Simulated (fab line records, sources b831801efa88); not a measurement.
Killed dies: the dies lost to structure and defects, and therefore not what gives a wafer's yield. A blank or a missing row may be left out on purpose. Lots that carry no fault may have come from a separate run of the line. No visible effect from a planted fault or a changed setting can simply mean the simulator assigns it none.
Which of the tools did it? | flow gf180mcu | Sampling: 7 lots, 20 wafers, 3 of 602 route steps

## WHAT THE GAUGES READ, wafer by wafer
GF_MIM_THK_MEAS_06.
lot  | measured     | on            | MIM_CVD_05_THK (nm)
L312 | day 24 20:58 | film-metro-01 | 41.1 41.6 42.1
L314 | day 25 13:05 | film-metro-01 | 42.0 41.8 42.6
L317 | day 26 16:28 | film-metro-01 | 67.1 68.0 68.0
L327 | day 29 09:49 | film-metro-03 | 41.4 41.6 41.6
L329 | day 30 02:29 | film-metro-03 | 41.0 41.9 41.7
L331 | day 30 17:18 | film-metro-01 | 41.4 41.5
L334 | day 31 09:20 | film-metro-03 | 41.7 42.9 42.1

## TOOL THAT RAN EACH LOT (tool first, then ch and the chambers of the sampled wafers, then the start)
lot  | GF_MIM_SPUTTER_01            | GF_MIM_CVD_05
L312 | pvd-sputter-04, day 24 20:49 | pecvd-01 ch 0,2, day 24 20:56
L314 | pvd-sputter-04, day 25 12:55 | pecvd-03 ch 1,2, day 25 13:02
L317 | pvd-sputter-02, day 26 16:19 | pecvd-03 ch 0,1, day 26 16:26
L327 | pvd-sputter-01, day 29 09:38 | pecvd-02 ch 0,1, day 29 09:45
L329 | pvd-sputter-01, day 30 02:19 | pecvd-02 ch 0,1,2, day 30 02:26
L331 | pvd-sputter-01, day 30 17:08 | pecvd-02 ch 0, day 30 17:16
L334 | pvd-sputter-04, day 31 09:10 | pecvd-01 ch 0,1, day 31 09:17
- GF_MIM_SPUTTER_01: material TiN, target thk 30 nm, time 25 s.
- GF_MIM_CVD_05: deposits Si3N4, target thk 42 nm, time 29.086 s.

## THE ANSWER, worked out from the rows above alone
Rule: what is usual is taken from the lots themselves. The widest of any qualifying gaps counts: lots, ordered by their means at a reading, are off when they make up no more than a third of the lots, leave a main group of 4 or more, and stand apart from it by 3 or more times the standard deviation of that group's means. A main group whose means are all the same, to the digits that the tables above print for the reading, isn't used. A lot without any number at a reading at which 4 lots or more have one is off too. Where the step has rows for the other lots, those lots are counted as sound.
Off: at GF_MIM_THK_MEAS_06 (MIM_CVD_05_THK), L317. The main group: mean 41.7 nm, standard deviation 0.31.
If a tool, at a process step before that reading, ran all the lots that are off and no sound lot after the first of them, it fits. Those tools and the gauges at GF_MIM_THK_MEAS_06 are tried in the same way. This does not decide it: 2 tools fit, namely pvd-sputter-02 at GF_MIM_SPUTTER_01 and pecvd-03 at GF_MIM_CVD_05.

## WHAT WAS PUT IN BY THE SIMULATOR
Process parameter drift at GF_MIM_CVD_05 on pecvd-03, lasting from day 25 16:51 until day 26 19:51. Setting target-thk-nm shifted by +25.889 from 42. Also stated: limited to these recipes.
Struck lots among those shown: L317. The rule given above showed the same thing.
